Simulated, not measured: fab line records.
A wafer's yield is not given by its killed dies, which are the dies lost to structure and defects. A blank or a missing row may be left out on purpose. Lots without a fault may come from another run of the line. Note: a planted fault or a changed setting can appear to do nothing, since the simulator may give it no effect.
Split-lot experiment | flow sky130 | route with 708 steps; 5 lots, 23 wafers read

## SPLIT DETAILS
At SKY_VT_ADJUST_HVTP_DEVELOP_06 (develop time 60 s), the setting developTimeS was moved away from the recipe's 60 s on 11 of the 23 wafers read, by -14.9% to +9.9%. For the rest of the wafers, this setting stayed at what the recipe calls for.

Split to reading: the file shows no intervening step.

## THE READING
cdNm (nm) at SKY_VT_ADJUST_HVTP_CD_MEAS_07, where the cd target is 380 nm. A value of 380.0 nm with a standard deviation of 2.2 nm is what fault-free wafers of this fab line usually give.

wafer  | tool, chamber at the split | developTimeS as run, s | against the recipe | cdNm, nm | against lot-mates on the recipe
L078.2 | lithoTrack-01, 0           | 60                     | recipe             | 383.1    | -
L078.4 | lithoTrack-01, 0           | 60                     | recipe             | 383.0    | -
L078.6 | lithoTrack-01, 0           | 60                     | recipe             | 381.7    | -
L079.1 | lithoTrack-01, 0           | 51.05                  | -14.9%             | 364.5    | -16.7
L079.2 | lithoTrack-01, 0           | 60                     | recipe             | 382.0    | -
L079.3 | lithoTrack-01, 0           | 60                     | recipe             | 380.4    | -
L079.5 | lithoTrack-01, 0           | 51.05                  | -14.9%             | 363.1    | -18.1
L079.6 | lithoTrack-01, 0           | 51.05                  | -14.9%             | 362.8    | -18.4
L081.1 | lithoTrack-01, 0           | 60                     | recipe             | 374.7    | -
L081.2 | lithoTrack-01, 0           | 65.93                  | +9.9%              | 384.4    | +9.2
L081.3 | lithoTrack-01, 0           | 60                     | recipe             | 375.4    | -
L081.5 | lithoTrack-01, 0           | 65.93                  | +9.9%              | 383.8    | +8.6
L081.6 | lithoTrack-01, 0           | 60                     | recipe             | 375.6    | -
L082.1 | lithoTrack-04, 0           | 60                     | recipe             | 383.3    | -
L082.3 | lithoTrack-04, 0           | 57.25                  | -4.6%              | 375.6    | -6.4
L082.4 | lithoTrack-04, 0           | 57.25                  | -4.6%              | 378.0    | -4.1
L082.5 | lithoTrack-04, 0           | 60                     | recipe             | 380.8    | -
L082.6 | lithoTrack-04, 0           | 57.25                  | -4.6%              | 378.5    | -3.6
L084.1 | lithoTrack-04, 0           | 53.96                  | -10.1%             | 372.1    | -10.5
L084.2 | lithoTrack-04, 0           | 60                     | recipe             | 383.6    | -
L084.3 | lithoTrack-04, 0           | 53.96                  | -10.1%             | 370.4    | -12.2
L084.5 | lithoTrack-04, 0           | 53.96                  | -10.1%             | 371.2    | -11.4
L084.6 | lithoTrack-04, 0           | 60                     | recipe             | 381.6    | -

THE FIT
A straight line over all 23 wafers: cdNm changes by +0.89 nm for each +1% of developTimeS; r = +0.89; the points scatter about the line by 3.1 nm.
The same after taking each lot's own level away (the mean of its wafers on the recipe; 23 wafers): +1.1 nm for each +1%; r = +0.99; scatter 1.1 nm.
The reading moves by 16 nm for the largest change in developTimeS, on that fit.
The span of the lots' own levels, 375.23 to 382.60 nm, comes to 3.3 times the standard deviation stated above.
In other words, the slope is changed by the lot-to-lot level; the two fits disagree.
Check: for one of the wafers moved furthest among these (-14.9%), held out of the fit, the line's prediction against its lot-mates is -16.8 nm. It came out at -16.7 nm against them.

## OTHER SPLITS ON THESE WAFERS
These wafers also went through other splits before the reading. Each is held against what the fit with the lots' levels taken away leaves over:
other split on the same wafers | wafers away from the commonest value | r with cdNm (lot level and that fit taken away)
SKY_FIELD_ISO_COAT_08 spinRpm  | 8                                    | +0.03
SKY_FIELD_ISO_ETCH_14 sourceW  | 9                                    | +0.02
SKY_NWELL_IMPLANT_11 doseCm2   | 9                                    | +0.06

## THE FILE'S OWN FIT
cdNm changes by +1.1 nm for each +1% of developTimeS, r = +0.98.
